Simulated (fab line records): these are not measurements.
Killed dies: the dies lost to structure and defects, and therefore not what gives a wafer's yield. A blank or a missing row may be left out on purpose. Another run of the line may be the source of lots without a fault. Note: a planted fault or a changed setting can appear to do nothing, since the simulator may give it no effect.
The same fault as seen by 2 desks ; flow sky130 ; each desk has only its own numbers; what lay behind them comes last

FROM THE METROLOGY DESK
What the gauges read, lot by lot, whatever tool the lot ran on: means of the sampled wafers that have a number. If a lot's mean is further than 4 standard deviations from the usual mean, the lot is out of limits and carries the mark OUT (the distance appears in the brackets).
Columns: A = FIELD_ISO_OXIDATION_00_THK at SKY_FIELD_ISO_THK_MEAS_02, usual 11.91 nm; B = SONOS_TUNNEL_TW at SKY_SONOS_TUNNEL_TW_MEAS_12, usual 197.2; C = POLY_GATE_CVD_00_THK at SKY_POLY_GATE_THK_MEAS_01, usual 180.6 nm
lot;first seen here;A;B;C
L971;day 1 14:11;11.43;195.3;178.8
L972;day 1 17:04;11.51;196.2;180.2
L974;day 2 03:40;11.93;197.0;183.8
L976;day 2 16:19;11.67;197.4;178.4
L977;day 3 00:52;12.35;199.6;181.9
L979;day 3 04:03;12.01;199.7;178.7
L980;day 3 09:50;11.91;183.1 (-8.3) OUT;180.5
L982;day 3 18:38;11.78;180.4 (-9.9) OUT;181.0
L987;day 4 21:56;11.79;195.8;180.9
L988;day 5 01:32;11.86;194.7;180.4
L991;day 5 15:38;12.23;195.7;179.7
L993;day 6 01:51;12.08;196.1;179.1
L994;day 6 07:17;11.51;196.1;181.7
This desk finds L980, L982 out of limits, with the earliest case on L980 at day 14 13:28 (SONOS_TUNNEL_TW at SKY_SONOS_TUNNEL_TW_MEAS_12). In limits: L971, L972, L974, L976, L977, L979, L987, L988, L991, L993, L994.

TOOL OWNER'S DESK, implanter-01
The tool's own readings at SKY_SONOS_TUNNEL_IMPLANT_09, given as means over the sampled wafers that have a number, one for each lot that went through this tool. If a lot's mean is further than 4 standard deviations from the usual mean, the lot is out of limits and carries the mark OUT (the distance appears in the brackets).
Columns: A = faraday current uA at SKY_SONOS_TUNNEL_IMPLANT_09, usual 5.65
lot;first seen here;A
L971;day 11 23:02;5.59
L974;day 12 11:37;5.66
L979;day 14 02:37;5.63
L980;day 14 13:03;5.64
L982;day 15 04:25;5.73
L991;day 18 00:11;5.58
L993;day 18 19:46;5.62
This desk's verdict: no lot among the 7 shows anything out of limits.

TAKEN TOGETHER
The metrology desk could have raised an alarm at day 14 13:28, on L980, L982.
Nothing out of limits was seen by the tool owner's desk.
The tool owner's desk has L980, L982 on record, within its limits.
The lots listed all ran SKY_SONOS_TUNNEL_IMPLANT_09 on implanter-01.

WHAT THE SIMULATOR HAD PUT IN
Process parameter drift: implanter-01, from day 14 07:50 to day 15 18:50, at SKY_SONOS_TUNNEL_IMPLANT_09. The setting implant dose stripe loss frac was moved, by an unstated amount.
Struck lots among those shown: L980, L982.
Hours from the fault's start to each desk's first reading out of limits: the metrology desk, 6.
